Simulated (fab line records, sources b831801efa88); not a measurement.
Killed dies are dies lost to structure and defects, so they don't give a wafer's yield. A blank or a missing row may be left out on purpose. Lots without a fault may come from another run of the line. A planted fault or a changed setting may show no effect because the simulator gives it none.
Which tool did it? | flow gf180mcu | 11 lots, 33 wafers sampled, at 5 steps of a route of 602

WHAT THE GAUGES READ, wafer by wafer
GF_V2_THK_MEAS_01. Usual: V2_CVD_00_THK 600 nm, standard deviation 5.7.
lot  | measured     | on            | V2_CVD_00_THK (nm) | flag
L248 | day 19 02:20 | film_metro-04 | 598 596 599        |
L250 | day 19 16:41 | film_metro-04 | 602 596 601        |
L251 | day 20 11:34 | film_metro-02 | 601 595 596        |
L254 | day 21 14:46 | film_metro-02 | 591 590 597        |
L255 | day 21 21:04 | film_metro-02 | 596 602 596        |
L260 | day 23 17:55 | film_metro-03 | 590 591 588        |
L261 | day 24 03:04 | film_metro-02 | 606 602 607        |
L262 | day 24 07:48 | film_metro-04 | 598 605 601        |
L263 | day 24 21:43 | film_metro-02 | 609 611 602        |
L270 | day 26 18:43 | film_metro-04 | 594 592 602        |
L271 | day 27 02:39 | film_metro-04 | 603 608 602        |

GF_M3_RS_MEAS_05: measures by four-point-probe. Usual: M3_ALCU_RS 0.0695 ohm/sq, standard deviation 0.00058.
lot  | measured     | on            | M3_ALCU_RS (ohm/sq)                       | flag
L248 | day 20 04:53 | film_metro-01 | 0.0696 0.0697 0.0689                      |
L250 | day 20 19:19 | film_metro-02 | 0.0699 0.0698 0.0697                      |
L251 | day 21 12:49 | film_metro-02 | 0.0685 0.0689 0.0688                      |
L254 | day 22 16:17 | film_metro-03 | 0.0697 0.0700 0.0696                      |
L255 | day 22 23:23 | film_metro-01 | 0.0697 0.0701 0.0700                      |
L260 | day 24 17:55 | film_metro-03 | 0.0695 0.0926 0.0701 0.0696 0.0928 0.0701 | OFF
L261 | day 25 03:15 | film_metro-01 | 0.0711 0.0711 0.0940 0.0713 0.0708 0.0938 | OFF
L262 | day 25 08:03 | film_metro-01 | 0.0701 0.0694 0.0693                      |
L263 | day 25 21:22 | film_metro-03 | 0.0694 0.0700 0.0697                      |
L270 | day 27 17:31 | film_metro-03 | 0.0688 0.0687 0.0693                      |
L271 | day 28 00:31 | film_metro-02 | 0.0688 0.0689 0.0691                      |

GF_M3_THK_MEAS_06: measures by xrf. Usual: M3_ALCU_THK 452 nm, standard deviation 4.3.
lot  | measured     | on            | M3_ALCU_THK (nm)        | flag
L248 | day 20 05:00 | film_metro-01 | 453 451 458             |
L250 | day 20 19:26 | film_metro-02 | 450 452 452             |
L251 | day 21 12:56 | film_metro-02 | 463 462 461             |
L254 | day 22 16:24 | film_metro-03 | 451 447 449             |
L255 | day 22 23:30 | film_metro-01 | 450 451 448             |
L260 | day 25 05:32 | film_metro-03 | 447 338 445 449 338 447 | OFF
L261 | day 25 06:18 | film_metro-01 | 441 442 337 441 441 334 | OFF
L262 | day 25 08:09 | film_metro-01 | 451 455 453             |
L263 | day 25 21:29 | film_metro-03 | 449 445 450             |
L270 | day 27 17:38 | film_metro-03 | 455 455 453             |
L271 | day 28 00:36 | film_metro-02 | 456 458 452             |

WHICH TOOL RAN EACH LOT (tool, then ch and the chambers of the sampled wafers, then the start)
lot  | GF_M3_SPUTTER_01             | GF_M3_SPUTTER_02
L248 | pvd_sputter-02, day 20 04:44 | pvd_sputter-02, day 20 04:47
L250 | pvd_sputter-04, day 20 19:12 | pvd_sputter-04, day 20 19:14
L251 | pvd_sputter-01, day 21 12:41 | pvd_sputter-01, day 21 12:43
L254 | pvd_sputter-02, day 22 16:09 | pvd_sputter-02, day 22 16:11
L255 | pvd_sputter-02, day 22 23:16 | pvd_sputter-02, day 22 23:17
L260 | pvd_sputter-02, day 24 17:46 | pvd_sputter-02, day 24 17:47
L261 | pvd_sputter-02, day 25 03:08 | pvd_sputter-02, day 25 03:10
L262 | pvd_sputter-04, day 25 07:53 | pvd_sputter-04, day 25 07:55
L263 | pvd_sputter-01, day 25 21:14 | pvd_sputter-01, day 25 21:16
L270 | pvd_sputter-02, day 27 17:23 | pvd_sputter-02, day 27 17:25
L271 | pvd_sputter-02, day 28 00:20 | pvd_sputter-02, day 28 00:22
- GF_M3_SPUTTER_01: material TiN, target thk 30 nm, time 25 s.
- GF_M3_SPUTTER_02: material AlCu, target thk 450 nm, time 23.9 s.

WHAT THE TOOLS THEMSELVES READ (means of the sampled wafers that have a number; where no wafer has one, the mark that the record gives instead)
GF_M3_SPUTTER_01. Usual: cathode_dc_power_W 6500.0 W, standard deviation 1.2; throttle_valve_pct 29.3 %, standard deviation 1.1.
lot  | tool           | cathode_dc_power_W (W) | throttle_valve_pct (%) | flag
L248 | pvd_sputter-02 | 6499.9                 | 28.8                   |
L250 | pvd_sputter-04 | 6499.8                 | 28.7                   |
L251 | pvd_sputter-01 | 6499.5                 | 30.4                   |
L254 | pvd_sputter-02 | 6500.6                 | 29.2                   |
L255 | pvd_sputter-02 | 6500.7                 | 30.3                   |
L260 | pvd_sputter-02 | 6501.4                 | 28.7                   |
L261 | pvd_sputter-02 | 6499.3                 | 29.8                   |
L262 | pvd_sputter-04 | 6499.5                 | 29.0                   |
L263 | pvd_sputter-01 | 6500.1                 | 29.8                   |
L270 | pvd_sputter-02 | 6500.6                 | 29.9                   |
L271 | pvd_sputter-02 | 6500.0                 | 29.8                   |

GF_M3_SPUTTER_02. Usual: cathode_dc_power_W 10600 W, standard deviation 1.9; throttle_valve_pct 29.3 %, standard deviation 1.1.
lot  | tool           | cathode_dc_power_W (W) | throttle_valve_pct (%) | flag
L248 | pvd_sputter-02 | 10600                  | 28.9                   |
L250 | pvd_sputter-04 | 10600                  | 28.7                   |
L251 | pvd_sputter-01 | 10598                  | 30.4                   |
L254 | pvd_sputter-02 | 10597                  | 29.2                   |
L255 | pvd_sputter-02 | 10599                  | 30.1                   |
L260 | pvd_sputter-02 | 10601                  | 28.6                   |
L261 | pvd_sputter-02 | 10601                  | 29.9                   |
L262 | pvd_sputter-04 | 10601                  | 29.0                   |
L263 | pvd_sputter-01 | 10602                  | 30.0                   |
L270 | pvd_sputter-02 | 10600                  | 29.9                   |
L271 | pvd_sputter-02 | 10600                  | 29.8                   |

THE ANSWER, worked out from the rows above alone
Rule: a lot is off if the mean of its wafers that have a number lies more than 3 standard deviations from the usual mean. A lot without any number at a reading at which 4 lots or more have one is off too. The other lots that the step has rows for count as sound. The gauges are gone through in route order, then the tools' own readings, and for those a lot's mean is taken as printed above. The first step at which some lot is off is used, and at that step the reading that is off furthest; a lot without a number counts as furthest.
Off: L260, L261, at GF_M3_RS_MEAS_05 (M3_ALCU_RS).
A tool fits if, at a process step before that reading, it ran every lot that is off, and no sound lot after the first of them. The gauges at GF_M3_RS_MEAS_05 are tried like those tools. None of those tried fits.

WHAT THE SIMULATOR HAD PUT IN
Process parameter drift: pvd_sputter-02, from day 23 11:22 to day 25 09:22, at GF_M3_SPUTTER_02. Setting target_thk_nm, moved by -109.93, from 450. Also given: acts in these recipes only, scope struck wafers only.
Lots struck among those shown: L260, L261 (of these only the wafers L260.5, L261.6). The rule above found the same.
